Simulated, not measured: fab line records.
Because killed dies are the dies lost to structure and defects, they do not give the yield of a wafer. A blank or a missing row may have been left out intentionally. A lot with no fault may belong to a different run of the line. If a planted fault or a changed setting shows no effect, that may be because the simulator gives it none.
Which tool did it? | flow gf180mcu | 36 wafers from 12 lots sampled at 6 of the route's 602 steps

WHAT THE GAUGES SHOWED, per wafer
GF_HV_LDD_OVL_MEAS_47. Usual: HV_LDD_03_OVL -0.4 nm, standard deviation 1.2.
lot  | measured     | on         | HV_LDD_03_OVL (nm) | flag
L764 | day 12 07:34 | overlay-01 | -0.4 -1.5 -0.9     |
L765 | day 12 15:54 | overlay-01 | 0.6 -0.2 -2.9      |
L766 | day 13 02:25 | overlay-01 | -0.3 -0.2 -0.1     |
L767 | day 13 06:37 | overlay-02 | 0.9 0.9 0.6        |
L771 | day 14 14:13 | overlay-01 | 1.6 -1.3 -2.4      |
L774 | day 15 16:31 | overlay-01 | 0.4 0.3 1.5        |
L775 | day 15 22:44 | overlay-02 | -0.4 1.7 -1.3      |
L777 | day 16 22:46 | overlay-01 | -0.1 -0.9 0.4      |
L783 | day 19 06:32 | overlay-01 | 0.7 -0.8 0.9       |
L784 | day 19 08:44 | overlay-02 | -0.8 0.3 -0.3      |
L786 | day 19 16:47 | overlay-02 | -0.9 2.3 0.6       |
L787 | day 20 05:32 | overlay-02 | -1.6 0.9 0.8       |

GF_NSD_OVL_MEAS_08. Usual: NSD_OVL 0.5 nm, standard deviation 1.7.
lot  | measured     | on         | NSD_OVL (nm)   | flag
L764 | day 13 06:31 | overlay-01 | 0.6 1.4 0.3    |
L765 | day 13 14:33 | overlay-02 | 1.8 0.6 0.4    |
L766 | day 14 00:55 | overlay-02 | -1.5 -0.6 -1.6 |
L767 | day 14 04:56 | overlay-02 | -2.9 -0.3 -0.1 |
L771 | day 15 14:25 | overlay-02 | -0.7 1.1 2.2   |
L774 | day 16 17:55 | overlay-01 | -0.2 -2.2 -2.0 |
L775 | day 17 00:07 | overlay-02 | 1.6 2.6 2.7    |
L777 | day 18 02:15 | overlay-01 | 0.9 0.1 -0.6   |
L783 | day 20 09:34 | overlay-01 | -0.4 0.1 -0.2  |
L784 | day 20 13:38 | overlay-02 | -1.8 1.5 2.0   |
L786 | day 20 20:42 | overlay-01 | 0.4 -0.6 0.4   |
L787 | day 21 09:49 | overlay-02 | 0.1 -1.4 2.2   |

GF_PSD_TW_MEAS_11. Usual: PSD_TW 3205, standard deviation 23.
lot  | measured     | on            | PSD_TW                        | flag
L764 | day 14 02:26 | film-metro-04 | 3214 3211 3210                |
L765 | day 14 11:22 | film-metro-03 | 3214 3228 3236                |
L766 | day 14 22:41 | film-metro-01 | 3180 3165 3165                |
L767 | day 15 02:06 | film-metro-04 | 3184 3203 3200                |
L771 | day 16 12:35 | film-metro-04 | 3215 3210 3212                |
L774 | day 17 17:43 | film-metro-03 | 2131 2124 2134 2120 2133 2136 | OFF
L775 | day 17 23:45 | film-metro-03 | 2130 2142 2133 2142 2121 2108 | OFF
L777 | day 19 03:30 | film-metro-04 | 2106 2103 2124 2108 2124 2132 | OFF
L783 | day 21 10:53 | film-metro-03 | 3243 3249 3242                |
L784 | day 21 14:14 | film-metro-04 | 3211 3202 3222                |
L786 | day 21 21:03 | film-metro-01 | 3167 3177 3172                |
L787 | day 22 09:56 | film-metro-01 | 3175 3179 3178                |

WHAT TOOL EACH LOT RAN ON (gives the tool, then ch and the chambers of the sampled wafers, and finally the start)
lot  | GF_HV_LDD_STRIP_10                   | GF_PSD_IMPLANT_09               | GF_PSD_STRIP_10
L764 | plasma-asher-03 ch 0,1, day 9 22:51  | implanter-01 ch 0, day 14 02:12 | plasma-asher-02 ch 0,1, day 14 02:19
L765 | plasma-asher-01 ch 0,1, day 10 06:01 | implanter-02 ch 0, day 14 11:09 | plasma-asher-04 ch 0,1, day 14 11:17
L766 | plasma-asher-01 ch 0,1, day 10 15:50 | implanter-02 ch 0, day 14 22:26 | plasma-asher-02 ch 0,1, day 14 22:35
L767 | plasma-asher-02 ch 0,1, day 10 21:18 | implanter-01 ch 0, day 15 01:51 | plasma-asher-01 ch 0,1, day 15 02:00
L771 | plasma-asher-01 ch 0,1, day 12 02:48 | implanter-02 ch 0, day 16 12:22 | plasma-asher-04 ch 0,1, day 16 12:30
L774 | plasma-asher-03 ch 0,1, day 13 02:52 | implanter-01 ch 0, day 17 17:28 | plasma-asher-01 ch 0,1, day 17 17:36
L775 | plasma-asher-03 ch 0,1, day 13 09:14 | implanter-01 ch 0, day 17 23:31 | plasma-asher-04 ch 0,1, day 17 23:38
L777 | plasma-asher-02 ch 0,1, day 14 05:44 | implanter-01 ch 0, day 19 03:15 | plasma-asher-01 ch 0,1, day 19 03:24
L783 | plasma-asher-02 ch 0,1, day 16 05:51 | implanter-01 ch 0, day 21 10:38 | plasma-asher-04 ch 0,1, day 21 10:46
L784 | plasma-asher-03 ch 0,1, day 16 09:55 | implanter-01 ch 0, day 21 14:01 | plasma-asher-01 ch 0,1, day 21 14:08
L786 | plasma-asher-03 ch 0,1, day 16 16:28 | implanter-03 ch 0, day 21 20:48 | plasma-asher-02 ch 0, day 21 20:57
L787 | plasma-asher-03 ch 0,1, day 17 04:07 | implanter-01 ch 0, day 22 09:41 | plasma-asher-04 ch 0,1, day 22 09:49
- GF_HV_LDD_STRIP_10: strips in O2/N2.
- GF_PSD_IMPLANT_09
- GF_PSD_STRIP_10: strips in O2/N2.

WHAT THE TOOLS THEMSELVES READ (means of the sampled wafers that have a number; where no wafer has one, the mark that the record gives instead)
GF_HV_LDD_STRIP_10. Usual: drypump-motor-current-A 5.8 A, standard deviation 0.54; heater-power-w 338 W, standard deviation 62; oes-product-au 0.716 a.u., standard deviation 0.0041; strip-time-to-endpoint-s 12.64 s, standard deviation 0.035.
lot  | tool            | drypump-motor-current-A (A) | heater-power-w (W) | oes-product-au (a.u.) | strip-time-to-endpoint-s (s) | flag
L764 | plasma-asher-03 | 6.3                         | 375                | 0.713                 | 12.66                        |
L765 | plasma-asher-01 | 5.1                         | 288                | 0.717                 | 12.64                        |
L766 | plasma-asher-01 | 5.1                         | 287                | 0.716                 | 12.68                        |
L767 | plasma-asher-02 | 6.0                         | 306                | 0.720                 | 12.69                        |
L771 | plasma-asher-01 | 5.4                         | 281                | 0.718                 | 12.66                        |
L774 | plasma-asher-03 | 6.2                         | 403                | 0.715                 | 12.58                        |
L775 | plasma-asher-03 | 6.2                         | 406                | 0.716                 | 12.63                        |
L777 | plasma-asher-02 | 5.7                         | 305                | 0.720                 | 12.62                        |
L783 | plasma-asher-02 | 6.0                         | 311                | 0.716                 | 12.59                        |
L784 | plasma-asher-03 | 6.3                         | 372                | 0.714                 | 12.63                        |
L786 | plasma-asher-03 | 6.3                         | 377                | 0.714                 | 12.62                        |
L787 | plasma-asher-03 | 6.3                         | 370                | 0.717                 | 12.71                        |

GF_PSD_IMPLANT_09. Usual: beam-energy-keV 40.001, standard deviation 0.012; dose-ions-cm2 1.5001e+15, standard deviation 1.6e+12; end-station-pressure-torr 1.17e-05 Torr, standard deviation 5.7e-07; faraday-current-uA 8260, standard deviation 150.
lot  | tool         | beam-energy-keV | dose-ions-cm2 | end-station-pressure-torr (Torr) | faraday-current-uA | flag
L764 | implanter-01 | 39.989          | 1.5001e+15    | 1.21e-05                         | 8282               |
L765 | implanter-02 | 39.989          | 1.5019e+15    | 1.12e-05                         | 8068               |
L766 | implanter-02 | 39.998          | 1.5023e+15    | 1.22e-05                         | 8295               |
L767 | implanter-01 | 40.013          | 1.5002e+15    | 1.19e-05                         | 8138               |
L771 | implanter-02 | 40.004          | 1.4991e+15    | 1.17e-05                         | 8375               |
L774 | implanter-01 | 39.994          | 3.1000e+14    | 5.97e-06                         | 1737               | OFF
L775 | implanter-01 | 40.000          | 3.1097e+14    | 6.33e-06                         | 1726               | OFF
L777 | implanter-01 | 39.992          | 3.1127e+14    | 6.37e-06                         | 1732               | OFF
L783 | implanter-01 | 40.007          | 1.4993e+15    | 1.13e-05                         | 8385               |
L784 | implanter-01 | 40.009          | 1.5011e+15    | 1.12e-05                         | 8299               |
L786 | implanter-03 | 39.998          | 1.5013e+15    | 1.17e-05                         | 8208               |
L787 | implanter-01 | 39.995          | 1.4991e+15    | 1.18e-05                         | 8312               |

GF_PSD_STRIP_10. Usual: drypump-motor-current-A 5.8 A, standard deviation 0.52; heater-power-w 296 W, standard deviation 12; oes-product-au 0.592 a.u., standard deviation 0.0044; strip-time-to-endpoint-s 16.54 s, standard deviation 0.03.
lot  | tool            | drypump-motor-current-A (A) | heater-power-w (W) | oes-product-au (a.u.) | strip-time-to-endpoint-s (s) | flag
L764 | plasma-asher-02 | 6.0                         | 313                | 0.592                 | 16.55                        |
L765 | plasma-asher-04 | 6.1                         | 295                | 0.594                 | 16.53                        |
L766 | plasma-asher-02 | 5.7                         | 303                | 0.592                 | 16.54                        |
L767 | plasma-asher-01 | 5.3                         | 280                | 0.593                 | 16.56                        |
L771 | plasma-asher-04 | 5.8                         | 290                | 0.594                 | 16.54                        |
L774 | plasma-asher-01 | 5.3                         | 280                | 0.706                 | 12.66                        | OFF
L775 | plasma-asher-04 | 5.8                         | 288                | 0.707                 | 12.65                        | OFF
L777 | plasma-asher-01 | 5.1                         | 284                | 0.708                 | 12.68                        | OFF
L783 | plasma-asher-04 | 6.1                         | 291                | 0.595                 | 16.52                        |
L784 | plasma-asher-01 | 5.1                         | 282                | 0.597                 | 16.55                        |
L786 | plasma-asher-02 | 6.2                         | 316                | 0.594                 | 16.50                        |
L787 | plasma-asher-04 | 5.8                         | 293                | 0.595                 | 16.55                        |

THE ANSWER, worked out from the rows above alone
Rule: take the mean of a lot's wafers that have a number; if it is more than 3 standard deviations from the usual mean, the lot is off. A lot without any number at a reading at which 4 lots or more have one is off too. The other lots that the step has rows for count as sound. First the gauges in route order, then the tools' own readings, where a lot's mean is used as printed above. At the first step where some lot is off, the reading lying furthest off is the one used; lots without a number count as furthest.
Off: at GF_PSD_TW_MEAS_11 (PSD_TW), L774, L775, L777.
If a tool, at a process step before that reading, ran all the lots that are off and no sound lot after the first of them, it fits. Not tried: the gauges at GF_PSD_TW_MEAS_11; whatever is off there is also off at GF_PSD_IMPLANT_09, on other tools, and gauge error can't account for it. Of those tried, none fits.

WHAT WAS PUT IN BY THE SIMULATOR
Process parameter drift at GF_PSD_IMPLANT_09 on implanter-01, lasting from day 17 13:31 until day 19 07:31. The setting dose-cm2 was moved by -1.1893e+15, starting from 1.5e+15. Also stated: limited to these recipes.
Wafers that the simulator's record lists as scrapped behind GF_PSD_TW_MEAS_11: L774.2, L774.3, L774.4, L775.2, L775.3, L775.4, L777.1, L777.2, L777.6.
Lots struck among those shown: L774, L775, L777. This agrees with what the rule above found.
